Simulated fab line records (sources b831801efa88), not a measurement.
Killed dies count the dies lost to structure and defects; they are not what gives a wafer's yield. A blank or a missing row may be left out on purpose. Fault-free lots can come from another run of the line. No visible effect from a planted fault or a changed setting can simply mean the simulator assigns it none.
Comparing a struck lot with a sound one | flow gf180mcu | 22 out of 602 route steps
Sound: these wafers, L276.1, L276.3, L276.4. Wafers struck: L279.2, L279.5, L279.6. The cause is named last.
Order at every step that has rows: each side's tool, ch and its chambers, its first start. Under that, the readings that differ: sound wafers | struck wafers | difference of the means | sigmas: that difference in standard deviations of wafers without a fault.
alike: a reading whose means differ by less than 2 such deviations, as well as words and numbers matching on both sides. not compared: withheld readings; readings where some wafer has no value; bounds like >300 that might hide an equal value; numbers whose values overlap and for which the record gives no deviation.
Wherever a step has rows on one side only, a row that says differs or no value, or a row with sigmas, the two part there. Numbers that have no deviation but don't overlap get no sigmas and don't part them. Lack of a reading on every wafer of one side parts them only where that side has two or more wafers.

GF_POLY_GATE_OVL_MEAS_11:
  sound on overlay-02, day 9 17:12; struck on overlay-02, day 10 15:32
  alike: POLY_GATE_OVL
GF_POLY_GATE_ETCH_12: etches BARC in N2/H2.
  sound on rie diel-04 ch 0,2, day 9 17:14; struck on rie diel-01 ch 2,3, day 10 15:34
  alike: drypump motor current A, oes product au, throttle valve pct
GF_POLY_GATE_ETCH_13: etches poly-Si in HBr/Cl2, stops on SiO2, target depth 198.5 nm, time 69.6 s.
  sound on rie si-01 ch 0,1,3, day 9 17:17; struck on rie si-02 ch 1,2,3, day 10 15:37
  alike: drypump motor current A, oes product au, throttle valve pct
  not compared: rf hours counter h
GF_POLY_GATE_STRIP_14: strips in O2/N2.
  sound on plasma asher-03 ch 0,1, day 9 17:20; struck on plasma asher-02 ch 0,1, day 10 15:40
  alike: drypump motor current A, heater power w, oes product au, platen temp c
  not compared: rf hours counter h
then, 2 steps without rows for these wafers: GF_POLY_GATE_CLEAN_15 (cleans in SC1/SC2, time 150 s); GF_POLY_GATE_OXIDATION_16 (stabilise 600 s, purge 300 s, target thk 4 nm).
GF_POLY_GATE_THK_MEAS_17:
  sound on film metro-03, day 9 18:44; struck on film metro-04, day 10 18:01
  reading                      | sound          | struck         | difference | sigmas
  POLY_GATE_OXIDATION_THK (nm) | 3.85 3.95 3.90 | 4.04 4.08 4.07 | +0.16      | +2
GF_POLY_GATE_CD_MEAS_18:
  sound on cd sem-02, day 9 18:48; struck on cd sem-01, day 10 18:05
  alike: cd nm
then, 4 steps without rows for these wafers: GF_HV_LDD_DEHYDRATE_00 (time 60 s); GF_HV_LDD_HMDS_01 (prime time 60 s); GF_HV_LDD_COAT_02 (resist thk 1000 nm); GF_HV_LDD_SOFTBAKE_03 (time 60 s).
GF_HV_LDD_EXPOSE_04: exposes mask Nplus LV AREA, target cd 400 nm.
  sound on iline stepper-02 ch 0, day 10 03:55; struck on iline stepper-01 ch 0, day 11 02:21
  reading | sound                                           | struck                                          | difference | sigmas
  mask    | Nplus_LV_AREA#0 Nplus_LV_AREA#0 Nplus_LV_AREA#0 | Nwell_HV_AREA#0 Nwell_HV_AREA#0 Nwell_HV_AREA#0 | differs    |
then, 2 steps without rows for these wafers: GF_HV_LDD_PEB_05; GF_HV_LDD_DEVELOP_06 (develop time 57.53 s).
GF_HV_LDD_CD_MEAS_07: target cd 400 nm.
  sound on cd sem-01, day 10 12:52; struck on cd sem-02, day 11 11:30
  reading    | sound             | struck | difference                    | sigmas
  cd nm (nm) | 403.4 403.4 401.9 | - - -  | no value on the struck wafers |
GF_HV_LDD_OVL_MEAS_08:
  sound on overlay-02, day 10 12:59; struck on overlay-01, day 11 11:37
  reading         | sound         | struck | difference                    | sigmas
  HV_LDD_OVL (nm) | -0.2 0.6 -0.3 | - - -  | no value on the struck wafers |
next, for these wafers, 1 step has no rows: GF_HV_LDD_IMPLANT_09.
GF_HV_LDD_STRIP_10: strips in O2/N2.
  sound on plasma asher-04 ch 0,1, day 10 13:10; struck on plasma asher-02 ch 0,1, day 11 11:47
  alike: drypump motor current A, heater power w, oes product au, platen temp c, strip time to endpoint s
  not compared: rf hours counter h
GF_HV_LDD_TW_MEAS_11:
  sound on film metro-01, day 10 13:16; struck on film metro-01, day 11 11:54
  reading   | sound          | struck   | difference | sigmas
  HV_LDD_TW | 2398 2399 2405 | 29 29 30 | -2371      | -99 or more
then, 1 step without rows for these wafers: GF_HV_LDD_DEHYDRATE_12 (time 60 s).
-- a jump in the record: the struck wafers' starts before and after are 19 days apart (it breaks off in module HV_LDD and resumes in module PASSIVATION, where the first step shown is number 602 of the route) --
GF_PASSIVATION_PROBE_99:
  only the struck wafers here have rows in the record (prober-02, day 30 07:34); the sound ones have none

## WHERE THEY PART
First at GF_POLY_GATE_THK_MEAS_17; last, within this record, at GF_PASSIVATION_PROBE_99.

WHY: whatever the simulator had introduced
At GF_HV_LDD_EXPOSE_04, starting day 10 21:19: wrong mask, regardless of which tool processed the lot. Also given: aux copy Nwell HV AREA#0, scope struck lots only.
